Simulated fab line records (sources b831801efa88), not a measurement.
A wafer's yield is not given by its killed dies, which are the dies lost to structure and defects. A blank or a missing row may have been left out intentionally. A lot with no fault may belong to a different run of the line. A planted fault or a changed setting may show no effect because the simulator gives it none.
fab line records	flow sky130
record: lots: 12	wafers: 36	last-day: 50
route steps=708 shown CONTACT@433 METAL1@434 VIA1@466 PAD_OPEN@708
lots that met no fault: from a run of the same line without faults
start-h: hours from the record's first day to the start of the lot's first wafer shown	wait-h: hours from the lot's prior step to this one	" as in the row above	L1.1+2: a single row standing in for several wafers	- either no value or no given start	* or withheld: withheld	< > ~ a bound
route shown NAME@n: names a module that has steps shown in the file, with the first one's number in the route	usual: the fault-free wafers' mean and standard deviation	same: alike in all rows	chamber/n: place in a boat	sites: readings site by site	_std_site: the values' standard deviation	_edge_site: inner sites' mean taken away from outer sites' mean	radius-mm: how far each site lies from the wafer's centre	mask NAME#n: copy n	behind: the most recent tool/chamber to have shaped the wafer	hold: cause of the lot's hold/its duration in hours/its outcome	device: the n, p or np transistor that did not switch	end of line: at the end of the route, the tests of the same wafers	a step given without rows: its recipe and nothing more	killed: count of dies lost to structure and defects at first sort (not the wafer's yield)	map: a wafer's dies, x killed, . not, _ none there
set.NAME: the setting that was run; set.NAME@STEP: the one run at that earlier step	model.NAME: the simulator's own value behind a step, which no gauge read
the route's steps for a sample of lots (tables are steps, rows are wafers)
services: when a tool's chamber went out of use (start-h, in hours from the record's first day, below 0 if earlier), for how many hours, and the reason
== steps ==
step: SKY_CONTACT_CMP_27
recipe: stop-on: SiO2	t-overpolish-s: 15	down-force-psi: 3.5	platen-rpm: 60	target-thk-nm: 0	pad-velocity-m-s: 0.94248
usual: motor-current-A: 11.1/1.2	overpolish-run-s: 15.000/0.0098	time-to-endpoint-s: 83.8/2.7
lot.wafer	tool	chamber	start-h	wait-h	motor-current-A	overpolish-run-s	time-to-endpoint-s
L294.1	cmp-02	2	740.05	0.1	11.1	15.002	80.2
L294.2	"	3	"	"	12.3	14.996	80.7
L294.3	"	0	"	"	8.9	14.988	80.9
L296.2	cmp-01	3	752.39	0.1	12.0	15.001	86.3
L296.1	"	1	"	"	10.9	15.008	88.0
L296.5	"	3	"	"	10.9	15.004	89.0
L298.3	cmp-01	3	784.45	0.0	12.0	15.010	79.8
L298.1	"	1	"	"	11.1	14.997	81.6
L298.4	"	2	"	"	12.5	14.998	79.9
L300.4	cmp-01	3	794.58	0.0	11.5	15.016	88.8
L300.2	"	1	"	"	10.7	15.002	84.3
L300.5	"	0	"	"	9.8	15.000	86.7
L301.1	cmp-01	3	799.53	0.1	11.6	15.005	83.8
L301.4	"	1	"	"	10.5	14.995	80.7
L301.2	"	2	"	"	13.0	15.009	82.6
L302.2	cmp-02	3	809.71	0.2	12.5	14.997	85.4
L302.4	"	0	"	"	9.0	14.981	82.7
L302.6	"	2	"	"	11.2	15.005	80.3
L304.3	cmp-01	1	842.17	0.1	11.2	15.005	84.1
L304.2	"	0	"	"	10.2	14.997	81.6
L304.6	"	2	"	"	12.3	14.995	80.2
L303.4	cmp-02	3	844.70	0.0	12.2	14.992	83.5
L303.5	"	3	"	"	12.5	14.979	82.4
L303.6	"	0	"	"	9.2	14.998	82.4
L309.1	cmp-02	1	856.20	0.1	10.9	14.983	88.0
L309.2	"	3	"	"	11.9	14.991	86.6
L309.5	"	1	"	"	11.5	15.008	85.0
L312.4	cmp-02	0	894.23	0.1	8.9	15.019	81.3
L312.1	"	2	"	"	11.4	14.995	83.5
L312.5	"	3	"	"	12.0	14.986	83.6
L315.3	cmp-02	1	907.56	0.0	11.2	15.004	85.0
L315.4	"	2	"	"	11.5	15.013	84.7
L315.2	"	3	"	"	12.9	14.998	87.0
L316.2	cmp-02	0	909.99	0.2	9.4	14.988	87.0
L316.5	"	1	"	"	10.5	15.004	86.7
L316.6	"	2	"	"	11.8	15.000	80.8
step: SKY_METAL1_SPUTTER_00
recipe: material: Ti	target-thk-nm: 15	power-w: 3000	time-s: 10	chamber-pressure-pa: 0.4
usual: throttle-valve-pct: 30.3/0.76
lot.wafer	tool	chamber	start-h	wait-h	throttle-valve-pct
L294.1	pvd-sputter-02	-	740.30	0.2	31.3
L294.2	"	-	"	"	31.1
L294.3	"	-	"	"	30.6
L296.1	pvd-sputter-03	-	752.64	0.1	31.1
L296.2	"	-	"	"	30.5
L296.5	"	-	"	"	30.5
L298.1	pvd-sputter-01	-	784.75	0.1	30.9
L298.3	"	-	"	"	29.3
L298.4	"	-	"	"	29.9
L300.2	pvd-sputter-01	-	794.88	0.1	31.2
L300.4	"	-	"	"	29.4
L300.5	"	-	"	"	29.8
L301.1	pvd-sputter-02	-	799.83	0.2	31.1
L301.2	"	-	"	"	29.5
L301.4	"	-	"	"	30.8
L302.2	pvd-sputter-03	-	809.91	0.1	30.6
L302.4	"	-	"	"	31.1
L302.6	"	-	"	"	29.2
L304.2	pvd-sputter-02	-	842.47	0.1	31.3
L304.3	"	-	"	"	29.5
L304.6	"	-	"	"	31.6
L303.4	pvd-sputter-02	-	845.00	0.2	30.7
L303.5	"	-	"	"	29.6
L303.6	"	-	"	"	31.8
L309.1	pvd-sputter-03	-	856.45	0.2	30.5
L309.2	"	-	"	"	29.2
L309.5	"	-	"	"	30.4
L312.1	pvd-sputter-03	-	894.48	0.1	29.3
L312.4	"	-	"	"	30.5
L312.5	"	-	"	"	30.1
L315.2	pvd-sputter-03	-	907.86	0.1	30.7
L315.3	"	-	"	"	30.4
L315.4	"	-	"	"	30.2
L316.2	pvd-sputter-03	-	910.14	0.1	30.9
L316.5	"	-	"	"	29.2
L316.6	"	-	"	"	29.9
step: SKY_VIA1_SOFTBAKE_08
recipe: temp-c: 100	time-s: 90	resist: KrF-thick
usual: exhaust-pa: 45.0/0.83	heater-power-total-W: 57.36/0.11	plate-temp-C: 99.98/0.12
lot.wafer	tool	chamber	start-h	wait-h	exhaust-pa	heater-power-total-W	plate-temp-C
L294.1	litho-track-01	0	782	-	45.0	57.50	99.96
L294.2	"	0	"	"	45.3	57.18	99.94
L294.3	"	0	"	"	45.3	57.48	99.93
L296.1	litho-track-01	0	793	-	45.6	57.23	100.00
L296.2	"	0	"	"	44.2	57.45	100.13
L296.5	"	0	794	-	45.4	57.53	99.91
L298.1	litho-track-04	0	826	-	45.0	57.33	99.90
L298.3	"	0	"	"	45.7	57.20	99.69
L298.4	"	0	"	"	45.5	57.49	99.84
L300.2	litho-track-03	0	835	-	44.5	57.34	100.14
L300.4	"	0	"	"	45.9	57.44	100.11
L300.5	"	0	"	"	44.6	57.41	100.04
L301.1	litho-track-01	0	841	-	45.7	57.31	100.26
L301.2	"	0	"	"	44.0	57.48	99.88
L301.4	"	0	"	"	45.7	57.37	100.24
L302.2	litho-track-01	0	850	-	46.4	57.36	99.85
L302.4	"	0	"	"	45.3	57.30	100.00
L302.6	"	0	"	"	45.9	57.50	99.93
L304.2	litho-track-01	0	882	-	45.1	56.72	99.17
L304.3	"	0	"	"	45.8	56.60	99.16
L304.6	"	0	"	"	44.6	56.63	99.35
L303.4	litho-track-01	0	886	-	44.5	56.72	98.93
L303.5	"	0	"	"	45.6	56.49	99.24
L303.6	"	0	"	"	45.5	56.63	99.10
L309.1	litho-track-04	0	896	-	44.8	57.43	99.72
L309.2	"	0	"	"	45.3	57.43	99.78
L309.5	"	0	"	"	44.1	57.45	99.68
L312.1	litho-track-04	0	933	-	44.7	57.24	99.91
L312.4	"	0	"	"	45.7	57.37	100.02
L312.5	"	0	"	"	44.6	57.36	99.74
L315.2	litho-track-03	0	947	-	42.7	57.39	99.99
L315.3	"	0	"	"	44.8	57.47	100.00
L315.4	"	0	"	"	43.8	57.42	99.83
L316.2	litho-track-04	0	948	-	44.9	57.36	99.82
L316.5	"	0	"	"	44.3	57.46	99.90
L316.6	"	0	"	"	43.9	57.42	99.96
step: SKY_VIA1_SPUTTER_20
recipe: material: TiN	target-thk-nm: 20	chamber-pressure-pa: 5	power-w: 4000	time-s: 80
usual: throttle-valve-pct: 30.2/0.97
lot.wafer	tool	chamber	start-h	wait-h	throttle-valve-pct
L294.1	pvd-sputter-03	-	796.89	0.0	29.3
L294.2	"	-	"	"	30.3
L294.3	"	-	"	"	31.0
L296.1	pvd-sputter-03	-	809.03	0.0	30.9
L296.2	"	-	"	"	30.4
L296.5	"	-	"	"	30.1
L298.1	pvd-sputter-01	-	840.36	0.0	29.7
L298.3	"	-	"	"	30.7
L298.4	"	-	"	"	31.0
L300.2	pvd-sputter-04	-	849.73	0.0	30.5
L300.4	"	-	"	"	31.3
L300.5	"	-	"	"	30.5
L301.1	pvd-sputter-03	-	855.42	0.0	29.6
L301.2	"	-	"	"	30.5
L301.4	"	-	"	"	29.4
L302.2	pvd-sputter-01	-	864.43	0.0	31.1
L302.4	"	-	"	"	30.9
L302.6	"	-	"	"	31.0
L304.2	pvd-sputter-01	-	896.24	0.0	30.0
L304.3	"	-	"	"	31.1
L304.6	"	-	"	"	31.1
L303.4	pvd-sputter-01	-	900.24	0.0	31.0
L303.5	"	-	"	"	30.9
L303.6	"	-	"	"	30.5
L309.1	pvd-sputter-01	-	909.54	0.0	30.0
L309.2	"	-	"	"	29.5
L309.5	"	-	"	"	29.8
L312.1	pvd-sputter-04	-	946.65	0.0	31.0
L312.4	"	-	"	"	31.3
L312.5	"	-	"	"	30.2
L315.2	pvd-sputter-01	-	959.86	0.0	30.9
L315.3	"	-	"	"	28.9
L315.4	"	-	"	"	29.9
L316.2	pvd-sputter-03	-	961.28	0.0	31.1
L316.5	"	-	"	"	30.6
L316.6	"	-	"	"	30.0
step: SKY_PAD_OPEN_PROBE_99
usual: defect-limited-yield: 82.3/1.9	killed_at_M0_to_M3: 43/6.7	killed_at_M4_up: 3.2/1.8	killed-at-contacts: 25/5.2	killed-at-front-end: 15/4.4	killed-at-other: 0.2/0.4	killed-dies: 87/9.3	killed-open: 48/7.1	killed-short: 39/6	sort_bin_3_pad_short: 0.9/0.41	sort_bin_5_function: 10.5/1.4	sort_bin_6_memory: 6.3/1.1	sort-n-pass: 405/9.3	sort-yield-pct: 82.3/1.9
same: gross-dies: 492	killed-at-back-side: 0	sort_bin_4_leakage[%]: 0	sort_bin_8_speed[%]: 0
lot.wafer	tool	chamber	start-h	wait-h	defect-limited-yield[%]	killed_at_M0_to_M3	killed_at_M4_up	killed-at-contacts	killed-at-front-end	killed-at-other	killed-dies	killed-open	killed-short	sort_bin_3_pad_short[%]	sort_bin_5_function[%]	sort_bin_6_memory[%]	sort-n-pass	sort-yield-pct[%]
L294.1	prober-02	-	1080.81	0.1	84.3	39	5	15	17	1	77	43	34	0.4	8.3	6.9	415	84.3
L294.2	prober-02	-	1080.86	0.1	75.8	64	5	31	19	0	119	75	44	0.6	15.0	8.5	373	75.8
L294.3	prober-02	-	1080.91	0.2	83.7	38	3	19	20	0	80	43	37	0.6	10.8	4.9	412	83.7
L303.4	prober-02	-	1158.76	0.2	84.1	50	3	16	9	0	78	43	35	0.8	9.6	5.5	414	84.1
L303.5	prober-02	-	1158.81	0.2	85.0	40	2	19	13	0	74	38	36	0.4	8.9	5.7	418	85.0
L303.6	prober-02	-	1158.86	0.2	81.9	45	7	19	18	0	89	41	48	0.8	11.2	6.1	403	81.9
L312.5	prober-02	-	1188.25	0.2	84.3	42	4	21	10	0	77	39	38	1.6	9.3	4.7	415	84.3
killed by level:class
L294.1 VIA1:geometric-particle:open=12 POLY_GATE:geometric-particle:open=7 VIA2:geometric-particle:open=7 CONTACT:geometric-particle:short=6 VIA1:geometric-particle:short=6 FIELD_ISO:geometric-particle:open=4 CONTACT:geometric-particle:open=4 METAL3:geometric-particle:short=4
L294.2 VIA1:geometric-particle:open=19 LI_CONTACT:geometric-particle:open=9 CONTACT:geometric-particle:open=9 VIA2:geometric-particle:open=9 CONTACT:geometric-particle:short=8 FIELD_ISO:geometric-particle:open=7 VIA3:geometric-particle:open=7 VIA3:geometric-particle:short=6
L294.3 FIELD_ISO:geometric-particle:open=7 CONTACT:geometric-particle:open=7 METAL2:geometric-particle:short=7 METAL1:geometric-particle:short=6 CONTACT:geometric-particle:short=5 METAL3:geometric-particle:short=5 VIA3:geometric-particle:open=4 LI_CONTACT:geometric-particle:open=4
L303.4 VIA3:geometric-particle:open=9 VIA1:geometric-particle:open=8 METAL2:geometric-particle:short=8 VIA2:geometric-particle:open=6 VIA1:geometric-particle:short=6 CONTACT:geometric-particle:open=5 LI_CONTACT:geometric-particle:open=5 METAL1:geometric-particle:short=5
L303.5 CONTACT:geometric-particle:open=9 METAL2:geometric-particle:short=9 METAL1:geometric-particle:short=7 VIA3:geometric-particle:open=7 VIA2:geometric-particle:open=6 VIA1:geometric-particle:open=5 FIELD_ISO:geometric-particle:open=4 CONTACT:geometric-particle:short=4
L303.6 VIA1:geometric-particle:open=12 FIELD_ISO:geometric-particle:short=7 LI_CONTACT:geometric-particle:open=7 VIA3:geometric-particle:open=7 METAL2:geometric-particle:short=6 METAL4:geometric-particle:short=5 VIA3:geometric-particle:short=5 LOCAL_INTERCONNECT:geometric-particle:short=4
L312.5 LI_CONTACT:geometric-particle:open=7 CONTACT:geometric-particle:open=7 VIA1:geometric-particle:short=7 VIA1:geometric-particle:open=6 VIA3:geometric-particle:open=6 METAL1:geometric-particle:short=5 METAL2:geometric-particle:short=5 VIA2:geometric-particle:open=5
== services ==
tool	chamber	start-h	hours	kind
pvd-sputter-01	-	731.42	5.7	repair
cmp-02	-	734.00	0.3	repair
cmp-01	-	744.00	4.0	pm
cmp-01	-	748.00	-	consumable-replace:conditioner
cmp-01	-	748.00	-	consumable-replace:pad
cmp-01	-	756.14	6.4	pm
cmp-02	-	766.55	1.9	repair
cmp-01	-	774.06	1.8	repair
cmp-02	-	806.96	1.1	repair
pvd-sputter-04	-	839.25	4.5	repair
pvd-sputter-02	-	848.07	10.6	repair
pvd-sputter-03	-	875.78	9.2	repair
pvd-sputter-01	-	883.18	0.5	repair
cmp-01	-	884.93	12.3	pm
cmp-02	-	902.09	2.6	repair
pvd-sputter-03	-	906.00	1.7	repair
cmp-02	-	912.00	4.0	pm
cmp-02	-	916.00	-	consumable-replace:conditioner
cmp-02	-	916.00	-	consumable-replace:pad
pvd-sputter-02	-	919.41	1.2	repair
pvd-sputter-03	-	926.15	2.6	repair
cmp-01	-	942.26	0.4	repair
pvd-sputter-01	-	943.94	2.7	repair
== key ==
first-sign: step: SKY_VIA1_SOFTBAKE_08	reading: plate-temp-C	direction: down	sigmas: 6.6	usual: *	struck: *
effect: step: SKY_VIA1_SOFTBAKE_08	reading: heater-power-total-W	direction: down	sigmas: 6.6	usual: *	struck: *
met-at SKY_VIA1_SOFTBAKE_08
struck-lots L303,L304
not-acting-at SKY_CONTACT_CMP_27,SKY_METAL1_SPUTTER_00,SKY_VIA1_SPUTTER_20
onset-between 850 882
fault: kind: process-parameter-drift	tool: litho-track-01	chamber: -	onset-h: 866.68	steps: SKY_VIA1_SOFTBAKE_08	channel: temp-c	offset: *	shape: step	end-h: 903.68	acts-in: *	stated: *
